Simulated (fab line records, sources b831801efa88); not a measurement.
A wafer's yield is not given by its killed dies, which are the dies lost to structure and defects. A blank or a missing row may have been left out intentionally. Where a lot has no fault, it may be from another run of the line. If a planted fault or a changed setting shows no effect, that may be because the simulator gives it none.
fab line records -- flow sky130
[record] lots = 13, wafers = 39, lastDay = 50
route steps=708 shown VT_ADJUST_PCH@150 POLY_GATE@204 PAD_OPEN@708
lots that met no fault: taken from a fault-free run of the same line
startH: hours from the record's first day to the start of the lot's first wafer shown -- waitH: hours elapsed since this lot's preceding step -- " identical to the entry in the row above -- L1.1+2: one row covering several wafers at once -- - value missing, or start not given -- * or withheld: withheld -- < > ~ a bound
route shown NAME@n: names a module that has steps shown in the file, with the first one's number in the route -- usual: mean/standard deviation taken from wafers without a fault -- same: alike in all rows -- chamber/n: place in a boat -- sites: the reading at each site -- _std_site: the values' standard deviation -- _edge_site: outer sites' mean less inner sites' -- radiusMm: how far each site lies from the wafer's centre -- mask NAME#n: copy n -- behind: the tool/chamber that last shaped the wafer -- hold: cause of the lot's hold/its duration in hours/its outcome -- device: the n, p or np transistor that did not switch -- end of line: the same wafers' tests at the end of the route -- a step without rows: its recipe alone -- killed: dies lost to structure and defects at the first sort, not the wafer's yield -- map: shows each die of a wafer: x if killed, . if not, _ if none is there
set.NAME: the run value of the setting; set.NAME@STEP: its run value at that earlier step -- model.NAME: the simulator's own value behind a step, which no gauge read
route steps across a sampled set of lots; one table per step, one row per wafer
services: from which hour (startH, from the record's first day; less than 0 if before it) a tool's chamber was out of use, for how many hours, and why
[[steps]]
[step SKY_VT_ADJUST_PCH_OVL_MEAS_07]
[usual] VT_ADJUST_PCH_OVL = 0.5/1.3
lot.wafer,tool,chamber,startH,waitH,VT_ADJUST_PCH_OVL[nm]
L852.1,overlay-02,-,220.94,-,-1.0
L852.2,overlay-02,-,220.94,-,-0.2
L852.4,overlay-02,-,220.94,-,-1.1
L854.1,overlay-02,-,239.54,-,0.8
L854.3,overlay-02,-,239.54,-,0.3
L854.5,overlay-02,-,239.54,-,0.8
L855.2,overlay-02,-,243.69,-,-1.0
L855.4,overlay-02,-,243.69,-,0.9
L855.5,overlay-02,-,243.69,-,0.4
L857.1,overlay-01,-,258.06,-,-0.7
L857.5,overlay-01,-,258.06,-,-0.7
L857.6,overlay-01,-,258.06,-,-1.6
L858.2,overlay-02,-,269.09,-,1.2
L858.4,overlay-02,-,269.09,-,2.3
L858.6,overlay-02,-,269.09,-,2.8
L859.2,overlay-02,-,279.96,-,1.8
L859.4,overlay-02,-,279.96,-,1.0
L859.5,overlay-02,-,279.96,-,1.5
L860.2,overlay-01,-,297.61,-,0.1
L860.4,overlay-01,-,297.61,-,0.5
L860.5,overlay-01,-,297.61,-,-1.1
L862.3,overlay-01,-,309.37,-,-1.1
L862.5,overlay-01,-,309.37,-,0.7
L862.6,overlay-01,-,309.37,-,-0.5
L863.1,overlay-02,-,310.44,-,-1.5
L863.3,overlay-02,-,310.44,-,-2.1
L863.4,overlay-02,-,310.44,-,-0.5
L861.1,overlay-02,-,311.39,-,2.1
L861.5,overlay-02,-,311.39,-,1.0
L861.6,overlay-02,-,311.39,-,1.1
L865.2,overlay-01,-,331.86,-,1.5
L865.5,overlay-01,-,331.86,-,0.1
L865.6,overlay-01,-,331.86,-,0.9
L874.1,overlay-01,-,396.19,-,0.7
L874.2,overlay-01,-,396.19,-,0.7
L874.6,overlay-01,-,396.19,-,-0.6
L875.3,overlay-02,-,405.52,-,0.5
L875.5,overlay-02,-,405.52,-,0.5
L875.6,overlay-02,-,405.52,-,-1.3
[step SKY_VT_ADJUST_PCH_TW_MEAS_10]
[usual] VT_ADJUST_PCH_TW = 141.5/2.2
lot.wafer,tool,chamber,startH,waitH,VT_ADJUST_PCH_TW
L852.1,filmMetro-04,-,221.27,0.1,138.4
L852.2,filmMetro-04,-,221.27,0.1,139.7
L852.4,filmMetro-04,-,221.27,0.1,139.5
L854.1,filmMetro-04,-,239.82,0.1,139.6
L854.3,filmMetro-04,-,239.82,0.1,139.6
L854.5,filmMetro-04,-,239.82,0.1,139.3
L855.2,filmMetro-04,-,243.98,0.1,139.9
L855.4,filmMetro-04,-,243.98,0.1,139.2
L855.5,filmMetro-04,-,243.98,0.1,138.5
L857.1,filmMetro-01,-,258.34,0.1,143.0
L857.5,filmMetro-01,-,258.34,0.1,141.7
L857.6,filmMetro-01,-,258.34,0.1,142.8
L858.2,filmMetro-04,-,269.38,0.1,138.4
L858.4,filmMetro-04,-,269.38,0.1,138.4
L858.6,filmMetro-04,-,269.38,0.1,138.8
L859.2,filmMetro-03,-,280.25,0.1,143.4
L859.4,filmMetro-03,-,280.25,0.1,143.2
L859.5,filmMetro-03,-,280.25,0.1,143.7
L860.2,filmMetro-03,-,297.90,0.1,142.6
L860.4,filmMetro-03,-,297.90,0.1,143.1
L860.5,filmMetro-03,-,297.90,0.1,143.3
L862.3,filmMetro-04,-,309.66,0.1,139.8
L862.5,filmMetro-04,-,309.66,0.1,139.9
L862.6,filmMetro-04,-,309.66,0.1,139.4
L863.1,filmMetro-01,-,310.72,0.1,143.0
L863.3,filmMetro-01,-,310.72,0.1,143.4
L863.4,filmMetro-01,-,310.72,0.1,142.4
L861.1,filmMetro-03,-,311.67,0.1,143.7
L861.5,filmMetro-03,-,311.67,0.1,143.1
L861.6,filmMetro-03,-,311.67,0.1,143.5
L865.2,filmMetro-01,-,332.15,0.1,142.4
L865.5,filmMetro-01,-,332.15,0.1,142.3
L865.6,filmMetro-01,-,332.15,0.1,141.4
L874.1,filmMetro-04,-,396.47,0.1,139.3
L874.2,filmMetro-04,-,396.47,0.1,140.0
L874.6,filmMetro-04,-,396.47,0.1,139.6
L875.3,filmMetro-03,-,405.81,0.1,144.5
L875.5,filmMetro-03,-,405.81,0.1,145.1
L875.6,filmMetro-03,-,405.81,0.1,144.0
[step SKY_POLY_GATE_CVD_00]
[recipe] material = poly-Si, targetThkNm = 180, tempC = 620, timeS = 720, pressureMtorr = 200
[usual] pressureMtorr = 200.0/0.44, spikeTcBottomC = 639.8/1.7, zonePowerUpperPct = 9.3/1.2
lot.wafer,tool,chamber,startH,waitH,pressureMtorr,spikeTcBottomC,zonePowerUpperPct
L852.1,lpcvd-01,0,304.64,0.0,199.3,638.7,10.7
L852.2,lpcvd-01,0,304.64,0.0,199.0,638.3,10.6
L852.4,lpcvd-01,0,304.64,0.0,199.9,638.8,10.5
L854.1,lpcvd-01,1,323.47,0.0,200.1,640.5,8.2
L854.3,lpcvd-01,1,323.47,0.0,200.3,640.8,8.1
L854.5,lpcvd-01,1,323.47,0.0,200.3,641.0,8.2
L855.2,lpcvd-01,0,329.35,0.0,200.6,637.3,10.5
L855.4,lpcvd-01,0,329.35,0.0,200.1,637.1,10.5
L855.5,lpcvd-01,0,329.35,0.0,200.1,638.3,10.4
L857.1,lpcvd-01,1,353.22,5.3,200.4,639.7,8.2
L857.5,lpcvd-01,1,353.22,5.3,200.3,643.4,8.2
L857.6,lpcvd-01,1,353.22,5.3,199.7,642.3,8.0
L858.2,lpcvd-01,0,358.29,0.0,199.4,639.6,10.5
L858.4,lpcvd-01,0,358.29,0.0,199.3,638.7,10.6
L858.6,lpcvd-01,0,358.29,0.0,199.7,639.1,10.6
L859.2,lpcvd-01,1,374.39,0.0,200.4,640.6,8.0
L859.4,lpcvd-01,1,374.39,0.0,200.6,640.6,8.0
L859.5,lpcvd-01,1,374.39,0.0,200.5,642.4,8.0
L860.2,lpcvd-01,0,395.95,0.0,199.7,638.6,10.6
L860.4,lpcvd-01,0,395.95,0.0,200.0,638.5,10.7
L860.5,lpcvd-01,0,395.95,0.0,199.8,639.2,10.4
L861.1,lpcvd-01,0,408.08,0.0,200.5,638.4,10.5
L861.5,lpcvd-01,0,408.08,0.0,200.4,637.8,10.4
L861.6,lpcvd-01,0,408.08,0.0,199.6,639.1,10.5
L862.3,lpcvd-01,0,408.08,0.0,199.3,637.6,10.6
L862.5,lpcvd-01,0,408.08,0.0,200.2,636.2,10.6
L862.6,lpcvd-01,0,408.08,0.0,199.5,638.5,10.5
L863.1,lpcvd-01,1,408.08,0.0,199.9,641.1,8.0
L863.3,lpcvd-01,1,408.08,0.0,200.1,641.6,7.9
L863.4,lpcvd-01,1,408.08,0.0,199.9,642.6,8.0
L865.2,lpcvd-01,0,430.36,0.0,240.9,638.6,10.4
L865.5,lpcvd-01,0,430.36,0.0,240.0,638.9,10.5
L865.6,lpcvd-01,0,430.36,0.0,240.2,639.7,10.4
L874.1,lpcvd-01,1,499.54,0.0,200.1,642.1,8.1
L874.2,lpcvd-01,1,499.54,0.0,199.9,640.7,8.1
L874.6,lpcvd-01,1,499.54,0.0,199.9,639.8,8.2
L875.3,lpcvd-01,1,505.71,0.0,200.1,640.4,7.9
L875.5,lpcvd-01,1,505.71,0.0,200.2,640.6,8.0
L875.6,lpcvd-01,1,505.71,0.0,199.5,641.9,8.1
[step SKY_POLY_GATE_THK_MEAS_01]
[recipe] reads = poly-Si_of_POLY_GATE_CVD_00
[usual] POLY_GATE_CVD_00_THK = 179.8/1.4
lot.wafer,tool,chamber,startH,waitH,hold,POLY_GATE_CVD_00_THK[nm]
L852.1,filmMetro-03,-,305.84,0.0,-,180.1
L852.2,filmMetro-03,-,305.84,0.0,-,178.5
L852.4,filmMetro-03,-,305.84,0.0,-,178.9
L854.1,filmMetro-04,-,324.67,0.0,-,178.8
L854.3,filmMetro-04,-,324.67,0.0,-,178.5
L854.5,filmMetro-04,-,324.67,0.0,-,176.3
L855.2,filmMetro-01,-,330.56,0.0,-,181.0
L855.4,filmMetro-01,-,330.56,0.0,-,180.8
L855.5,filmMetro-01,-,330.56,0.0,-,182.2
L857.1,filmMetro-03,-,354.42,0.0,-,177.3
L857.5,filmMetro-03,-,354.42,0.0,-,178.8
L857.6,filmMetro-03,-,354.42,0.0,-,178.2
L858.2,filmMetro-01,-,359.50,0.0,-,179.2
L858.4,filmMetro-01,-,359.50,0.0,-,179.9
L858.6,filmMetro-01,-,359.50,0.0,-,180.8
L859.2,filmMetro-01,-,375.60,0.0,-,180.5
L859.4,filmMetro-01,-,375.60,0.0,-,180.8
L859.5,filmMetro-01,-,375.60,0.0,-,179.7
L860.2,filmMetro-03,-,397.16,0.0,-,180.2
L860.4,filmMetro-03,-,397.16,0.0,-,181.9
L860.5,filmMetro-03,-,397.16,0.0,-,180.9
L861.1,filmMetro-03,-,410.78,0.0,-,180.7
L861.5,filmMetro-03,-,410.78,0.0,-,180.5
L861.6,filmMetro-03,-,410.78,0.0,-,181.1
L863.1,filmMetro-04,-,410.78,0.0,-,180.9
L863.3,filmMetro-04,-,410.78,0.0,-,179.0
L863.4,filmMetro-04,-,410.78,0.0,-,178.2
L862.3,filmMetro-04,-,410.86,0.1,-,182.2
L862.5,filmMetro-04,-,410.86,0.1,-,181.7
L862.6,filmMetro-04,-,410.86,0.1,-,181.7
L865.2,filmMetro-04,-,431.60,0.0,awaitDispo/0.2h/release,195.7
L865.5,filmMetro-04,-,431.60,0.0,awaitDispo/0.2h/release,195.3
L865.6,filmMetro-04,-,431.60,0.0,awaitDispo/0.2h/release,195.4
L865.2,filmMetro-04,-,431.84,0.2,-,195.8
L865.5,filmMetro-04,-,431.84,0.2,-,195.6
L865.6,filmMetro-04,-,431.84,0.2,-,195.3
L874.1,filmMetro-04,-,500.74,0.0,-,179.4
L874.2,filmMetro-04,-,500.74,0.0,-,178.6
L874.6,filmMetro-04,-,500.74,0.0,-,177.9
L875.3,filmMetro-01,-,506.93,0.0,-,178.4
L875.5,filmMetro-01,-,506.93,0.0,-,179.8
L875.6,filmMetro-01,-,506.93,0.0,-,176.9
[step SKY_POLY_GATE_CD_MEAS_22]
[usual] cdNm = 149.2/2
lot.wafer,tool,chamber,startH,waitH,cdNm
L852.1,cdSem-02,-,371.29,0.1,148.7
L852.2,cdSem-02,-,371.29,0.1,150.2
L852.4,cdSem-02,-,371.29,0.1,149.9
L854.1,cdSem-01,-,387.39,0.1,152.5
L854.3,cdSem-01,-,387.39,0.1,153.2
L854.5,cdSem-01,-,387.39,0.1,149.9
L855.2,cdSem-02,-,394.04,0.1,148.9
L855.4,cdSem-02,-,394.04,0.1,148.3
L855.5,cdSem-02,-,394.04,0.1,146.7
L857.1,cdSem-01,-,428.96,0.1,149.2
L857.5,cdSem-01,-,428.96,0.1,149.5
L857.6,cdSem-01,-,428.96,0.1,149.8
L858.2,cdSem-02,-,429.05,0.1,146.6
L858.4,cdSem-02,-,429.05,0.1,151.2
L858.6,cdSem-02,-,429.05,0.1,146.3
L859.2,cdSem-02,-,439.59,0.1,150.0
L859.4,cdSem-02,-,439.59,0.1,149.2
L859.5,cdSem-02,-,439.59,0.1,149.0
L860.2,cdSem-01,-,459.78,0.1,150.0
L860.4,cdSem-01,-,459.78,0.1,147.1
L860.5,cdSem-01,-,459.78,0.1,142.2
L863.1,cdSem-02,-,473.78,0.1,151.0
L863.3,cdSem-02,-,473.78,0.1,150.6
L863.4,cdSem-02,-,473.78,0.1,150.9
L862.3,cdSem-02,-,475.90,0.1,147.2
L862.5,cdSem-02,-,475.90,0.1,151.9
L862.6,cdSem-02,-,475.90,0.1,145.8
L861.1,cdSem-02,-,476.69,0.1,147.3
L861.5,cdSem-02,-,476.69,0.1,149.9
L861.6,cdSem-02,-,476.69,0.1,146.6
L865.2,cdSem-02,-,498.10,0.1,147.5
L865.5,cdSem-02,-,498.10,0.1,147.6
L865.6,cdSem-02,-,498.10,0.1,149.6
L874.1,cdSem-01,-,563.15,0.1,151.6
L874.2,cdSem-01,-,563.15,0.1,152.9
L874.6,cdSem-01,-,563.15,0.1,151.7
L875.3,cdSem-01,-,570.64,0.1,150.1
L875.5,cdSem-01,-,570.64,0.1,148.5
L875.6,cdSem-01,-,570.64,0.1,147.6
[step SKY_PAD_OPEN_PROBE_99]
[usual] killed_at_M0_to_M3 = 43/6.5, killed_at_M4_up = 3.1/1.8, killedAtContacts = 24/4.8, killedAtFrontEnd = 15/4.7, killedAtOther = 0.3/0.58, killedDies = 86/8.6, killedOpen = 47/6.7, killedShort = 39/6.1
[same] grossDies = 492, killedAtBackSide = 0
lot.wafer,tool,chamber,startH,waitH,killed_at_M0_to_M3,killed_at_M4_up,killedAtContacts,killedAtFrontEnd,killedAtOther,killedDies,killedOpen,killedShort
L861.1,prober-01,-,1143.43,0.1,39,2,30,15,1,87,45,42
L861.5,prober-01,-,1143.63,0.2,44,8,16,11,1,80,50,30
L861.6,prober-01,-,1143.68,0.2,50,4,25,16,1,96,50,46
// killed by level:class
L861.1 CONTACT:geometricParticle:open=14 VIA1:geometricParticle:open=9 LOCAL_INTERCONNECT:geometricParticle:short=8 METAL2:geometricParticle:short=7 METAL1:geometricParticle:short=5 POLY_GATE:geometricParticle:open=5 VIA2:geometricParticle:open=5 POLY_GATE:geometricParticle:short=4
L861.5 VIA1:geometricParticle:open=13 VIA3:geometricParticle:open=10 LI_CONTACT:geometricParticle:open=5 CONTACT:geometricParticle:open=5 METAL1:geometricParticle:short=4 VIA1:geometricParticle:short=4 VIA2:geometricParticle:open=4 METAL4:geometricParticle:open=4
L861.6 VIA1:geometricParticle:open=12 METAL2:geometricParticle:short=11 CONTACT:geometricParticle:open=10 FIELD_ISO:geometricParticle:short=5 LI_CONTACT:geometricParticle:open=5 CONTACT:geometricParticle:short=5 METAL1:geometricParticle:short=5 METAL2:geometricParticle:open=5
[[services]]
tool,chamber,startH,hours,kind
lpcvd-01,-,288.26,2.8,pm
lpcvd-01,-,347.22,6.0,pm
[[key]]
[firstSign] step = SKY_POLY_GATE_CVD_00, reading = pressureMtorr, direction = up, sigmas = 91, usual = 200.0, struck = 240.3
[effect] step = SKY_POLY_GATE_THK_MEAS_01, reading = visit, direction = added
[effect] step = SKY_POLY_GATE_THK_MEAS_01, reading = POLY_GATE_CVD_00_THK, direction = up, sigmas = 11, usual = 179.8, struck = 195.5
metAt SKY_POLY_GATE_CVD_00
struckLots L865
struckWafers L865.2,L865.5,L865.6
testerLeftOut L865
notActingAt SKY_VT_ADJUST_PCH_OVL_MEAS_07,SKY_VT_ADJUST_PCH_TW_MEAS_10,SKY_POLY_GATE_CD_MEAS_22
onsetBetween 408.08 430.36
[fault] kind = processParameterDrift, tool = lpcvd-01, chamber = 0, onsetH = 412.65, steps = SKY_POLY_GATE_CVD_00, channel = pressureMtorr, offset = 40, shape = step, endH = 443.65, stated = 200
// testerLeftOut: of these lots the tester's yield and bins aren't shown, on N5 and GAA mostly nor the transistor test; their killed dies are dies lost to structure and defects alone, not to doping, threshold or leakage, so they don't give the yield
